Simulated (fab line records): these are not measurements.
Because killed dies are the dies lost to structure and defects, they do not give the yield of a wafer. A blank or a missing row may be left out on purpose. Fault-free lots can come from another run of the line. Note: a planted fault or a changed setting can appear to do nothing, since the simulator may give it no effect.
Comparing a struck lot with a sound one | flow sky130 | 43 steps out of a route of 708
Sound: these wafers, L333.1, L333.2, L333.3. Struck: wafers L347.2, L347.3, L347.4. The cause comes at the end.
For every step that has rows: the tool of each side, followed by ch and its chambers, followed by its first start. Under that, the readings that differ: sound wafers | struck wafers | difference of the means | sigmas: that difference in standard deviations of wafers without a fault.
alike: a reading whose means differ by less than 2 such deviations, as well as words and numbers matching on both sides. not compared: withheld readings; readings where some wafer has no value; bounds like >300 that might hide an equal value; numbers whose values overlap and for which the record gives no deviation.
A row with sigmas, a row that says differs or no value, or rows on one side alone: a step with any of these is where the two part. Numbers that don't overlap but have no deviation are shown without sigmas and don't part them. A reading that every wafer of one side lacks parts them only if that side has two wafers or more.

first, 2 steps without rows for these wafers: SKY_LOCAL_INTERCONNECT_PEB_09; SKY_LOCAL_INTERCONNECT_DEVELOP_10 (develop time 60 s).
SKY_LOCAL_INTERCONNECT_CD_MEAS_11 targets a cd of 170 nm.
  sound on cd-sem-01 at day 31 03:28; struck on cd-sem-02 at day 35 23:17
  alike: cd-nm
SKY_LOCAL_INTERCONNECT_OVL_MEAS_12:
  sound on overlay-01 at day 31 03:35; struck on overlay-01 at day 35 23:23
  alike: LOCAL_INTERCONNECT_OVL
SKY_LOCAL_INTERCONNECT_ETCH_13: etches BARC in N2/H2, stops on SiO2, time 45.9 s, target depth 60 nm.
  sound on rie-metal-04 ch 0, day 31 03:38; struck on rie-metal-04 ch 0, day 35 23:26
  alike: drypump-motor-current-A, oes-product-au, throttle-valve-pct
  not compared: rf-hours-counter-h
then, 5 steps without rows for these wafers: SKY_LOCAL_INTERCONNECT_METAL_ETCH_14 (etches TiN in Cl2/BCl3, stops on PSG, target depth 110 nm, time 31.4 s); SKY_LOCAL_INTERCONNECT_STRIP_15 (strips in O2/N2); SKY_LOCAL_INTERCONNECT_STRIP_16 (strips in post etch residue remover, time 1200 s); SKY_LOCAL_INTERCONNECT_CLEAN_17 (cleans in IPA, time 180 s); SKY_LOCAL_INTERCONNECT_CLEAN_18 (cleans in O3/DIW).
SKY_CONTACT_CVD_00: deposits Si3N4, target thk 75 nm.
  sound on pecvd-02 ch 0,1,2, day 31 04:27; struck on pecvd-02 ch 0,1, day 36 00:14
  alike: heater-power-w, susceptor-temp-C
SKY_CONTACT_THK_MEAS_01:
  sound on film-metro-03 at day 31 04:29; struck on film-metro-02 at day 36 00:17
  alike: CONTACT_CVD_00_THK
SKY_CONTACT_HDPCVD_02: deposits SiO2, target thk 565 nm, time 94.2 s.
  sound on hdpcvd-01 ch 0,1,2, day 31 04:32; struck on hdpcvd-01 ch 0,1, day 36 00:28
  alike: susceptor-temp-C
SKY_CONTACT_THK_MEAS_03:
  sound on film-metro-02 at day 31 04:37; struck on film-metro-02 at day 36 00:33
  alike: CONTACT_HDPCVD_THK
then, 1 step without rows for these wafers: SKY_CONTACT_CMP_04 (polishes SiO2).
SKY_CONTACT_BOW_MEAS_05:
  sound on film-metro-01 at day 31 04:58; struck on film-metro-02 at day 36 00:55
  alike: CONTACT_BOW
then, 8 steps without rows for these wafers: SKY_CONTACT_DEHYDRATE_06 (time 60 s); SKY_CONTACT_HMDS_07 (prime time 60 s); SKY_CONTACT_COAT_08 (resist thk 60 nm); SKY_CONTACT_COAT_09 (resist thk 450 nm); SKY_CONTACT_SOFTBAKE_10 (time 90 s); SKY_CONTACT_EXPOSE_11 (exposes mask CTM1, target cd 170 nm); SKY_CONTACT_PEB_12; SKY_CONTACT_DEVELOP_13 (develop time 60 s).
SKY_CONTACT_CD_MEAS_14 targets a cd of 170 nm.
  sound on cd-sem-02 at day 32 08:22; struck on cd-sem-02 at day 37 02:41
  alike: cd-nm
SKY_CONTACT_OVL_MEAS_15:
  sound on overlay-02 at day 32 08:29; struck on overlay-01 at day 37 02:47
  alike: CONTACT_OVL
then, 2 steps without rows for these wafers: SKY_CONTACT_ETCH_16 (etches BARC in N2/H2, stops on SiO2, time 45.9 s, target depth 60 nm); SKY_CONTACT_ETCH_17 (etches SiO2 in C4F8/O2/Ar, stops on Si3N4, target depth 340 nm).
SKY_CONTACT_ETCH_18: etches Si3N4 in CHF3/O2, stops on TiN, time 39 s, target depth 75 nm.
  sound: rie-diel-02 ch 1,2,3; struck: rie-diel-01 ch 0,1,3
  reading                | sound  | struck   | difference | sigmas
  rf-hours-counter-h (h) | 6 11 9 | 25 25 14 | +13        |
  alike: drypump-motor-current-A, oes-product-au, throttle-valve-pct
then, 6 steps without rows for these wafers: SKY_CONTACT_STRIP_19 (strips in O2/N2); SKY_CONTACT_STRIP_20 (strips in post etch residue remover, time 1200 s); SKY_CONTACT_CLEAN_21 (cleans in IPA, time 180 s); SKY_CONTACT_CLEAN_22 (cleans in O3/DIW); SKY_CONTACT_SPUTTER_23 (material TiN, target thk 20 nm, time 80 s); SKY_CONTACT_CVD_24 (deposits W, target thk 340 nm, time 102.12 s).
SKY_CONTACT_RS_MEAS_25: measures by four-point-probe.
  sound on film-metro-02 at day 32 09:46; struck on film-metro-01 at day 37 03:45
  alike: CONTACT_W_RS
SKY_CONTACT_THK_MEAS_26: measures by xrf.
  sound on film-metro-02 at day 32 09:53; struck on film-metro-01 at day 37 03:52
  alike: CONTACT_W_THK
SKY_CONTACT_CMP_27: polishes, stops on SiO2, t overpolish 15 s, target thk 0 nm.
  sound on cmp-02 ch 0,2,3, day 32 09:57; struck on cmp-01 ch 1,2,3, day 37 04:07
  alike: head-pressure-psi, motor-current-A, overpolish-run-s, time-to-endpoint-s
SKY_METAL1_SPUTTER_00: material Ti, target thk 15 nm, time 10 s.
  sound on pvd-sputter-04 at day 32 10:15; struck on pvd-sputter-03 at day 37 04:25
  alike: throttle-valve-pct
then, 3 steps without rows for these wafers: SKY_METAL1_SPUTTER_01 (material TiN, target thk 20 nm, time 16.7 s); SKY_METAL1_SPUTTER_02 (material AlCu, target thk 250 nm, time 13.3 s); SKY_METAL1_SPUTTER_03 (material Ti, target thk 5 nm, time 3.3 s).
-- the record jumps here: 13 days lie between the struck wafers' starts before and after (it left off in module METAL1 and takes up again in module PAD_OPEN, whose first step shown is number 708 of the route) --
SKY_PAD_OPEN_PROBE_99:
  the record has rows for the struck wafers here (prober-02, day 49 20:36) and none for the sound ones

## WHERE THEY PART
Within this record, at SKY_PAD_OPEN_PROBE_99 only.

WHY: what the simulator had put in
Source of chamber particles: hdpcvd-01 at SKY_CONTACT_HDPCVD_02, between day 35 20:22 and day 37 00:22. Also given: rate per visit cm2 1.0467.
